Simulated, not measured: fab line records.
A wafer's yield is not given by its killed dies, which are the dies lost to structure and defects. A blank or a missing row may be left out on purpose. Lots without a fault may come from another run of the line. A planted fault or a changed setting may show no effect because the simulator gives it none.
A single fault, viewed from 2 desks / flow gf180mcu / what lay behind the numbers comes last; until then each desk has only its own

THE METROLOGY DESK
What the gauges read, lot by lot, whatever tool the lot ran on: means of the sampled wafers that have a number. Marked OUT: a lot whose mean sits more than 4 standard deviations from the usual mean, which makes it out of limits; the brackets give that distance.
Columns: A = V1_CVD_00_THK at GF_V1_THK_MEAS_01, usual 601 nm; B = cdNm at GF_V1_CD_MEAS_14, usual 259.8 nm
lot=L372; first seen here=day 17 13:40; A=593; B=260.0
lot=L373; first seen here=day 17 19:21; A=609; B=258.2
lot=L374; first seen here=day 18 06:04; A=600; B=259.5
lot=L375; first seen here=day 18 13:49; A=595; B=258.0
lot=L376; first seen here=day 19 00:04; A=602; B=260.6
lot=L378; first seen here=day 19 20:07; A=454 (-22) OUT; B=259.5
lot=L380; first seen here=day 20 08:23; A=499 (-15) OUT; B=259.1
lot=L388; first seen here=day 23 09:44; A=601; B=258.9
lot=L390; first seen here=day 23 21:49; A=598; B=260.5
lot=L391; first seen here=day 24 05:25; A=599; B=261.4
lot=L392; first seen here=day 24 11:53; A=609; B=259.4
lot=L394; first seen here=day 25 09:06; A=588; B=259.8
This desk reports L378, L380 out of limits; the earliest was L378 at day 19 20:07 (V1_CVD_00_THK at GF_V1_THK_MEAS_01). L372, L373, L374, L375, L376, L388, L390, L391, L392, L394: within limits.

TOOL OWNER'S DESK, hdpcvd-01
The tool's own readings at GF_V1_CVD_00 (deposits SiO2, target thk 600 nm, time 100 s): means of the sampled wafers that have a number, for each lot that ran on this tool. Marked OUT: a lot whose mean sits more than 4 standard deviations from the usual mean, which makes it out of limits; the brackets give that distance.
Columns: A = sih4FlowSccm at GF_V1_CVD_00, usual 60.01 sccm
lot=L372; first seen here=day 17 13:35; A=59.90
lot=L373; first seen here=day 17 19:16; A=60.12
lot=L374; first seen here=day 18 05:59; A=59.92
lot=L376; first seen here=day 18 23:59; A=60.14
lot=L378; first seen here=day 19 20:02; A=44.98 (-79) OUT
lot=L380; first seen here=day 20 08:19; A=50.12 (-52) OUT
lot=L392; first seen here=day 24 11:49; A=60.03
lot=L394; first seen here=day 25 09:01; A=59.95
This desk's finding: out of limits on L378, L380; first on L378, day 19 20:02 (sih4FlowSccm at GF_V1_CVD_00). L372, L373, L374, L376, L392, L394: within limits.

PUT TOGETHER
On L378, L380, at day 19 20:02, an alarm was possible from the tool owner's desk.
Metrology desk: alarm possible at day 19 20:07 on L378, L380.
GF_V1_CVD_00 was run on hdpcvd-01 by each of the lots named.

WHAT THE SIMULATOR PUT IN
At GF_V1_CVD_00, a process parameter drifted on hdpcvd-01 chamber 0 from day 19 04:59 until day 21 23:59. Setting sih4FlowSccm shifted by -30 from 60. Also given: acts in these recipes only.
Struck lots among those shown: L378, L380.
Fault start to first reading out of limits, in hours, per desk: tool owner, 15; metrology, 15.
